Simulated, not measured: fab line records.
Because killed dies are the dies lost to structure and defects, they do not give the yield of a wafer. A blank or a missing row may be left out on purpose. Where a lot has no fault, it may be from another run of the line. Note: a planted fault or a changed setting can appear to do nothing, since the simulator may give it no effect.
Matching of chambers | flow sky130 | cmp-01 running SKY_VIA4_CMP_21: 4 sister chambers
The step polishes, stops on SiO2, t overpolish 25 s, target thk 0 nm. 4 wafers are shown with their chamber, then 7 later ones without.

== WAFERS PAIRED WITH THEIR CHAMBERS ==
wafer  | chamber | motor current A (A)
L710.2 | 3       | 12.6
L710.4 | 1       | 11.4
L713.2 | 2       | 12.0
L713.4 | 0       | 10.1

== WAFERS WITH NO CHAMBER GIVEN ==
wafer  | motor current A (A)
L713.6 | 12.0
L715.1 | 13.5
L715.2 | 11.7
L715.3 | 12.1
L719.2 | 10.9
L719.3 | 13.7
L719.4 | 12.3

== WHICH CHAMBER EACH WENT THROUGH ==
wafer  | from the rows above          | in truth
L713.6 | can't be placed: 2 or 1 or 3 | 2
L715.1 | can't be placed: 3 or 2      | 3
L715.2 | can't be placed: 1 or 2 or 3 | 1
L715.3 | can't be placed: 2 or 3 or 1 | 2
L719.2 | can't be placed: 1 or 0 or 2 | 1
L719.3 | can't be placed: 3 or 2      | 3
L719.4 | can't be placed: 3 or 2 or 1 | 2
Placed correctly: 0 of 7. From these rows, 7 cannot be placed; in 7 the true chamber is one of the candidates. 0 placed wrongly.
How it was worked out, from the rows above alone: a wafer's distance from a chamber is the root of the sum, over the readings, of the square of ((its reading less the chamber's mean) divided by the reading's scatter). The wafer belongs to the nearest chamber; if the next one is less than 2 further off, it can't be placed. The mean given for a chamber averages the wafers shown for that chamber. The scatter (one wafer shown for each chamber): square how far every hidden wafer sits from the nearest shown wafer, average those squares and take the square root.
